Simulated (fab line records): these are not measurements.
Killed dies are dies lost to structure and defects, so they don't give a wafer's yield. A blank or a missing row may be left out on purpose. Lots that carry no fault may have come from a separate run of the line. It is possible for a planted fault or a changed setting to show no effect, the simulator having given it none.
Which of the tools did it? | flow gf180mcu | 42 wafers from 14 lots sampled at 3 of the route's 602 steps

## WHAT THE GAUGES SHOWED, per wafer
GF_M3_RS_MEAS_05: uses a four-point probe to measure. Usual: M3_ALCU_RS gives 0.0698 ohm/sq (standard deviation 0.00071).
lot  | measured     | on           | M3_ALCU_RS (ohm/sq)  | flag
L632 | day 20 10:33 | filmMetro-04 | 0.0694 0.0689 0.0693 | 
L634 | day 20 22:47 | filmMetro-01 | 0.0692 0.0695 0.0695 | 
L635 | day 21 08:21 | filmMetro-04 | 0.0716 0.0712 0.0715 | 
L636 | day 21 20:40 | filmMetro-03 | 0.0701 0.0704 0.0700 | 
L637 | day 22 08:07 | filmMetro-03 | 0.0691 0.0690 0.0692 | 
L638 | day 22 16:47 | filmMetro-03 | 0.0692 0.0695 0.0694 | 
L641 | day 23 16:53 | filmMetro-01 | 0.0696 0.0698 0.0696 | 
L642 | day 23 23:23 | filmMetro-01 | 0.0710 0.0710 0.0711 | 
L646 | day 25 17:47 | filmMetro-03 | 0.0692 0.0683 0.0690 | 
L647 | day 25 22:09 | filmMetro-03 | 0.0699 0.0695 0.0696 | 
L648 | day 26 02:16 | filmMetro-04 | 0.0699 0.0708 0.0700 | 
L651 | day 26 20:20 | filmMetro-04 | 0.0715 0.0711 0.0707 | 
L653 | day 27 11:18 | filmMetro-03 | 0.0708 0.0700 0.0704 | 
L654 | day 27 13:54 | filmMetro-04 | 0.0697 0.0692 0.0700 | 

GF_V3_CD_MEAS_14: the cd target is 260 nm. Usual: 260.0 nm for cdNm, sd 1.4.
lot  | measured     | on       | cdNm (nm)         | flag
L632 | day 22 10:31 | cdSem-02 | 260.5 260.0 260.5 | 
L634 | day 22 23:05 | cdSem-02 | 261.2 260.9 260.9 | 
L635 | day 23 08:19 | cdSem-02 | 260.3 259.3 259.6 | 
L636 | day 23 18:52 | cdSem-02 | 261.6 260.9 259.8 | 
L637 | day 24 06:20 | cdSem-01 | 261.6 261.1 260.9 | 
L638 | day 24 14:59 | cdSem-02 | 261.1 262.0 261.1 | 
L641 | day 25 14:02 | cdSem-01 | - - -             | OFF
L642 | day 25 22:14 | cdSem-02 | - - -             | OFF
L646 | day 27 12:43 | cdSem-01 | 260.3 259.7 260.8 | 
L647 | day 27 16:45 | cdSem-01 | 262.7 262.6 261.9 | 
L648 | day 27 21:04 | cdSem-02 | 259.7 260.8 259.7 | 
L651 | day 28 13:22 | cdSem-01 | 260.2 260.7 260.7 | 
L653 | day 29 03:29 | cdSem-01 | 260.6 259.9 259.9 | 
L654 | day 29 06:52 | cdSem-01 | 260.1 258.6 260.0 | 

## WHICH TOOL RAN EACH LOT (tool, then ch and the chambers of the sampled wafers, then the start)
lot  | GF_V3_PEB_12
L632 | lithoTrack-04 ch 0, day 22 10:10
L634 | lithoTrack-04 ch 0, day 22 22:45
L635 | lithoTrack-01 ch 0, day 23 07:58
L636 | lithoTrack-01 ch 0, day 23 18:30
L637 | lithoTrack-04 ch 0, day 24 05:59
L638 | lithoTrack-01 ch 0, day 24 14:39
L641 | lithoTrack-04, day 25 13:42
L642 | lithoTrack-03, day 25 21:53
L646 | lithoTrack-04 ch 0, day 27 12:22
L647 | lithoTrack-03 ch 0, day 27 16:25
L648 | lithoTrack-01 ch 0, day 27 20:43
L651 | lithoTrack-04 ch 0, day 28 13:01
L653 | lithoTrack-04 ch 0, day 29 03:08
L654 | lithoTrack-01 ch 0, day 29 06:30
- GF_V3_PEB_12: peb time 90 s.

## WHAT THE TOOLS THEMSELVES READ (means of the sampled wafers that have a number; where no wafer has one, the mark that the record gives instead)
GF_V3_PEB_12. Usual: chillPlateTempC 22.98 C, standard deviation 0.099; exhaustPa 45.0 Pa, standard deviation 0.95; plateTempC 135.01 C, standard deviation 0.13.
lot  | tool          | chillPlateTempC (C) | exhaustPa (Pa) | plateTempC (C) | flag
L632 | lithoTrack-04 | 22.96               | 46.5           | 135.01         | 
L634 | lithoTrack-04 | 22.99               | 45.9           | 135.07         | 
L635 | lithoTrack-01 | 22.91               | 45.3           | 134.88         | 
L636 | lithoTrack-01 | 23.00               | 45.3           | 134.82         | 
L637 | lithoTrack-04 | 22.93               | 45.9           | 134.87         | 
L638 | lithoTrack-01 | 23.05               | 44.9           | 134.89         | 
L641 | lithoTrack-04 | -                   | -              | -              | OFF
L642 | lithoTrack-03 | -                   | -              | -              | OFF
L646 | lithoTrack-04 | 23.09               | 44.5           | 135.11         | 
L647 | lithoTrack-03 | 22.93               | 44.2           | 135.15         | 
L648 | lithoTrack-01 | 22.97               | 45.0           | 135.01         | 
L651 | lithoTrack-04 | 22.96               | 45.1           | 134.95         | 
L653 | lithoTrack-04 | 23.00               | 45.0           | 135.13         | 
L654 | lithoTrack-01 | 23.02               | 44.7           | 135.14         | 

## THE ANSWER, worked out from the rows above alone
Rule: lot off if the mean of its wafers having a number is beyond 3 standard deviations from the usual mean. A lot without any number at a reading at which 4 lots or more have one is off too. All remaining lots with rows at the step are treated as sound. First the gauges in route order, then the tools' own readings, where a lot's mean is used as printed above. The first step at which some lot is off is used, and at that step the reading that is off furthest; a lot without a number counts as furthest.
Off, at GF_V3_CD_MEAS_14 on cdNm: L641, L642. Without a number there: L641, L642.
If a tool, at a process step before that reading, ran all the lots that are off and no sound lot after the first of them, it fits. The gauges at GF_V3_CD_MEAS_14 aren't tried: what is off there is off at GF_V3_PEB_12 too, on other tools, and a gauge's error can't cause that. None of those tried fits.

## WHAT HAD BEEN PUT IN BY THE SIMULATOR
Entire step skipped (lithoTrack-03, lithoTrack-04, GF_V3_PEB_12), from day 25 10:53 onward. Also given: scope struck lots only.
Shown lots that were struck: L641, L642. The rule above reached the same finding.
